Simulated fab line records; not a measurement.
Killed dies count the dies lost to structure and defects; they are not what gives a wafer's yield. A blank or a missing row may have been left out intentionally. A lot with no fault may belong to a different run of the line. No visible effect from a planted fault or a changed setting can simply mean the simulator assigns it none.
Which tool is to blame? || flow sfq line || 21 wafers from 7 lots sampled at 4 of the route's 325 steps

== WHAT THE GAUGES SHOWED, per wafer ==
SFQ_M1_OVL_MEAS_911.
{"lot": "L832", "measured": "day 25 08:01", "on": "overlay-01", "M1_OVL (nm)": "5 8 8"}
{"lot": "L835", "measured": "day 26 04:43", "on": "overlay-02", "M1_OVL (nm)": "-2 6 -3"}
{"lot": "L838", "measured": "day 28 07:46", "on": "overlay-02", "M1_OVL (nm)": "3 2 -4"}
{"lot": "L840", "measured": "day 29 05:23", "on": "overlay-02", "M1_OVL (nm)": "13 8 10"}
{"lot": "L843", "measured": "day 30 05:22", "on": "overlay-01", "M1_OVL (nm)": "5 3 -1"}
{"lot": "L850", "measured": "day 32 22:31", "on": "overlay-01", "M1_OVL (nm)": "-6 -3 -4"}
{"lot": "L852", "measured": "day 33 10:54", "on": "overlay-01", "M1_OVL (nm)": "0 0 0"}

== TOOL THAT RAN EACH LOT (tool first, then ch and the chambers of the sampled wafers, then the start) ==
{"lot": "L832", "SFQ_TRILAYER_L0_VIA_STRIP_STRIP_017": "rie metal-04 ch 0,1, day 8 18:19", "SFQ_TRILAYER_I0_DEP_PECVD_027": "pecvd-03 ch 0,1,2, day 13 11:14", "SFQ_TRILAYER_I0_CMP_CMP_028": "cmp-02 ch 2,3, day 13 11:19"}
{"lot": "L835", "SFQ_TRILAYER_L0_VIA_STRIP_STRIP_017": "rie metal-01 ch 0,1, day 9 14:43", "SFQ_TRILAYER_I0_DEP_PECVD_027": "pecvd-03 ch 0,1,2, day 14 21:46", "SFQ_TRILAYER_I0_CMP_CMP_028": "cmp-02 ch 0,3, day 14 21:50"}
{"lot": "L838", "SFQ_TRILAYER_L0_VIA_STRIP_STRIP_017": "rie metal-04 ch 0, day 10 19:31", "SFQ_TRILAYER_I0_DEP_PECVD_027": "pecvd-03 ch 0,1,2, day 16 01:32", "SFQ_TRILAYER_I0_CMP_CMP_028": "cmp-02 ch 0,1,3, day 16 01:37"}
{"lot": "L840", "SFQ_TRILAYER_L0_VIA_STRIP_STRIP_017": "rie metal-01 ch 0,1, day 11 05:19", "SFQ_TRILAYER_I0_DEP_PECVD_027": "pecvd-03 ch 0,2, day 16 13:38", "SFQ_TRILAYER_I0_CMP_CMP_028": "cmp-02 ch 1,2,3, day 16 14:43"}
{"lot": "L843", "SFQ_TRILAYER_L0_VIA_STRIP_STRIP_017": "rie metal-01 ch 0,1, day 12 00:25", "SFQ_TRILAYER_I0_DEP_PECVD_027": "pecvd-03 ch 0,1,2, day 17 06:29", "SFQ_TRILAYER_I0_CMP_CMP_028": "cmp-02 ch 0,2, day 17 07:04"}
{"lot": "L850", "SFQ_TRILAYER_L0_VIA_STRIP_STRIP_017": "rie metal-01 ch 1, day 14 10:53", "SFQ_TRILAYER_I0_DEP_PECVD_027": "pecvd-02 ch 0,1,2, day 19 05:29", "SFQ_TRILAYER_I0_CMP_CMP_028": "cmp-01 ch 0,2,3, day 19 06:43"}
{"lot": "L852", "SFQ_TRILAYER_L0_VIA_STRIP_STRIP_017": "rie metal-04 ch 0,1, day 15 00:19", "SFQ_TRILAYER_I0_DEP_PECVD_027": "pecvd-04 ch 1,2, day 19 16:43", "SFQ_TRILAYER_I0_CMP_CMP_028": "cmp-01 ch 0,2,3, day 19 18:37"}
- SFQ_TRILAYER_L0_VIA_STRIP_STRIP_017: strips in O2.
- SFQ_TRILAYER_I0_DEP_PECVD_027: deposits SiO2 from SiH4/N2O, time 111.11 s, target thk 500 nm.
- SFQ_TRILAYER_I0_CMP_CMP_028: polishes SiO2.

== THE ANSWER, worked out from the rows above alone ==
Rule: usual is defined by the lots themselves. Put in order of their means at a reading, lots are off if they are a third of the lots or fewer, leave a main group of 4 or more, and stand apart from it by a gap of 3 or more times the standard deviation of the main group's means; of several such gaps the widest counts. A main group whose means are all the same, to the digits that the tables above print for the reading, isn't used. Also off: a lot with no number at a reading for which 4 or more lots have one. Any other lot the step has rows for is counted as sound.
No lot is off at any reading shown: from this, nothing can be told.

== WHAT WAS PUT IN BY THE SIMULATOR ==
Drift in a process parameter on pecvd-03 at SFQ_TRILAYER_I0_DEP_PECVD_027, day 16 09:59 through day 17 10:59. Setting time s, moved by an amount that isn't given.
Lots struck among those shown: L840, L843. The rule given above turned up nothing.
